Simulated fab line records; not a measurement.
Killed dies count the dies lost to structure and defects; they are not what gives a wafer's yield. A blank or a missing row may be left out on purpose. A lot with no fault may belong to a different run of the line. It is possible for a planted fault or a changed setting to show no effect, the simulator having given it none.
Problem report in the 8D (eight disciplines) form, filled by code | flow gf180mcu | the parts of the form that need people (team, actions taken, sign-off) are left out

## 1. WHAT IS WRONG
VT_IMPLANT_TW at GF_VT_IMPLANT_TW_MEAS_10 reads a mean of 580.0 on 6 wafers of 2 lots; wafers without a fault read 565.0 with a standard deviation of 2.8. That is +5.4 standard deviations from the usual mean.
Seen first at day 10 03:05 on film_metro-04, wafer L681.1. The record has a number at this step for 39 wafers belonging to 13 lots. Rule for "out" (also "out of limits"): further than 4 standard deviations from the usual mean. The other wafers with a number count as sound.

## 2. WHAT THIS IS AND IS NOT
question                    | is                           | is not
which readings at this step | VT_IMPLANT_TW                | -
which lots                  | L681, L682                   | L664, L665, L666, L667, L670, L671, L673, L674, L678, L686, L687
which wafers of those lots  | all that have a number       | -
read on which gauges        | film_metro-03, film_metro-04 | film_metro-01
when                        | from day 10 03:05            | up to then (27 sound wafers); but 6 sound wafers of L686, L687 came after

## 3. SUSPECTS, AND WHAT RULES EACH OUT
Counting: a tool at a process step up to the reading stays a suspect if it ran every lot that is out and no sound lot after the first of them.
- the gauge at GF_VT_IMPLANT_TW_MEAS_10 has been ruled out. The wafers that are out were read on 2 gauges (film_metro-03, film_metro-04).
- implanter-03 at GF_VT_IMPLANT_IMPLANT_08: kept. Every lot that is out went through it, starting with L681 (day 10 02:50), and after that it ran no sound lot; the last sound lot it ran before then is L673 (day 8 02:02). Out on those wafers are its own readings of beam_energy_keV.
After counting, what remains is implanter-03 at GF_VT_IMPLANT_IMPLANT_08.

## 4. THE CAUSE (what the simulator had put in)
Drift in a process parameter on implanter-03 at GF_VT_IMPLANT_IMPLANT_08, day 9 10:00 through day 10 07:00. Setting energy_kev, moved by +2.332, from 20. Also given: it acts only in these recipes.
The count eliminated every tool but this one.

## 5. SEQUENCE OF EFFECTS, ordered by route
Rows list readings where the struck wafers' mean (over those with a number) sits beyond 3 standard deviations from the usual. Readings are gone through only where the record gives a usual standard deviation; hours: the median, over the lots, of the time from a lot's start at the first step in this table giving one to that lot's start at this step; sigmas: the change measured in usual standard deviations.
hours | step                     | reading         | usual  | on struck wafers | change | sigmas
0     | GF_VT_IMPLANT_IMPLANT_08 | beam_energy_keV | 20.000 | 22.334           | +2.334 | +99 or more
0     | GF_VT_IMPLANT_TW_MEAS_10 | VT_IMPLANT_TW   | 565.0  | 580.0            | +15.0  | +5.4
The process steps in it:
- GF_VT_IMPLANT_IMPLANT_08
Later measuring or inspecting steps at which every struck wafer that the step has a row for has a number for every such reading, and none has moved that far: GF_HV_LDD_CD_MEAS_46, GF_M1_THK_MEAS_06.

## 6. HOW IT WOULD HAVE BEEN CAUGHT EARLIER
The first out-of-limits reading at a measuring or inspecting step in this record came at day 10 03:05, 17 hours after the fault's start at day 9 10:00.
Tool's own readings at GF_VT_IMPLANT_IMPLANT_08, beam_energy_keV: out on all struck wafers the step has rows for; an alarm limit on them would have tripped on the first.
L682, from the lots that are out (2), started GF_VT_IMPLANT_IMPLANT_08 on implanter-03 later than day 10 03:05. Had the tool been put on hold then, it would have been spared.
